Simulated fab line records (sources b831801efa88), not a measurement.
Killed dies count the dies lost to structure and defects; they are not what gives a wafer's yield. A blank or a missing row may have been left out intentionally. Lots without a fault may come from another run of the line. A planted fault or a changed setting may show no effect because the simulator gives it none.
One fault seen from 2 desks :: flow gf180mcu :: every desk sees just its own numbers, and what lay behind them comes last

== FOR THE TOOL OWNER'S DESK: iline-stepper-01 ==
The tool's own readings at GF_PSD_EXPOSE_04 (exposes mask Pplus, target cd 400 nm): means of the sampled wafers that have a number, for each lot that ran on this tool. Any lot whose mean is over 4 standard deviations away from the usual mean is out of limits and marked OUT; that distance is given in the brackets.
Columns: A = stage-vel-mm-s at GF_PSD_EXPOSE_04, usual 499.99 mm/s
lot: L463
first seen here: day 14 21:32
A: 500.10

lot: L464
first seen here: day 14 23:22
A: 499.99

lot: L465
first seen here: day 15 07:55
A: 500.04

lot: L468
first seen here: day 16 12:05
A: 499.99

lot: L470
first seen here: day 16 19:29
A: 499.94

lot: L471
first seen here: day 17 05:18
A: 499.69

lot: L475
first seen here: day 18 15:25
A: 499.86

lot: L477
first seen here: day 19 05:22
A: 499.94
Finding of this desk: none of the 8 lots has anything out of limits.

== METROLOGY DESK ==
What the gauges read for every lot (on any tool): the sampled wafers with a number, averaged. Any lot whose mean is over 4 standard deviations away from the usual mean is out of limits and marked OUT; that distance is given in the brackets.
Columns: A = HV_LDD_4_TW at GF_HV_LDD_TW_MEAS_50, usual 569; B = PSD_OVL at GF_PSD_OVL_MEAS_08, usual -0.7 nm; C = cd-nm at GF_SAB_CD_MEAS_09, usual 418.9 nm; D = SAB_OVL at GF_SAB_OVL_MEAS_10, usual -0.1 nm
lot: L462
first seen here: day 12 22:22
A: 563
B: -0.3
C: 419.6
D: 0.5

lot: L463
first seen here: day 13 11:01
A: 563
B: -1.2
C: 417.6
D: -0.6

lot: L464
first seen here: day 13 13:28
A: 579
B: -0.6
C: 415.1
D: -0.7

lot: L465
first seen here: day 13 21:10
A: 563
B: -0.1
C: 423.2
D: 0.0

lot: L466
first seen here: day 13 21:29
A: 562
B: -0.7
C: 416.5
D: 0.7

lot: L467
first seen here: day 14 11:01
A: 581
B: -1.4
C: 418.5
D: -0.7

lot: L468
first seen here: day 15 00:01
A: 576
B: 1.0
C: 422.3
D: 1.2

lot: L469
first seen here: day 15 02:13
A: 565
B: -0.2
C: 416.2
D: 0.8

lot: L470
first seen here: day 15 06:01
A: 577
B: -0.1
C: 420.8
D: 1.4

lot: L471
first seen here: day 15 16:37
A: 564
B: -0.6
C: 419.0
D: -0.0

lot: L475
first seen here: day 17 00:25
A: 564
B: 254.5 (+99 or more) OUT
C: 419.9
D: -0.0

lot: L477
first seen here: day 17 13:29
A: 580
B: 256.4 (+99 or more) OUT
C: 421.0
D: 1.2

lot: L482
first seen here: day 19 10:54
A: 576
B: -0.9
C: 416.2
D: -1.0

lot: L484
first seen here: day 20 04:25
A: 561
B: -1.7
C: 418.4
D: -1.2
Per this desk, out of limits: L475, L477; the first was L475, day 19 03:49 (PSD_OVL at GF_PSD_OVL_MEAS_08). L462, L463, L464, L465, L466, L467, L468, L469, L470, L471, L482, L484: within limits.

== TAKEN TOGETHER ==
Metrology desk: alarm possible at day 19 03:49 on L475, L477.
The tool owner's desk saw nothing out of limits.
On record at the tool owner's desk: L475, L477, within its limits.
Every lot named ran GF_PSD_EXPOSE_04 on iline-stepper-01.

== WHAT THE SIMULATOR PUT IN ==
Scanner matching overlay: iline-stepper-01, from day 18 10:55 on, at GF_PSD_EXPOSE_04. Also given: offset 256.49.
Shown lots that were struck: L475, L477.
Hours from the fault's start to each desk's first reading out of limits: the metrology desk, 17.
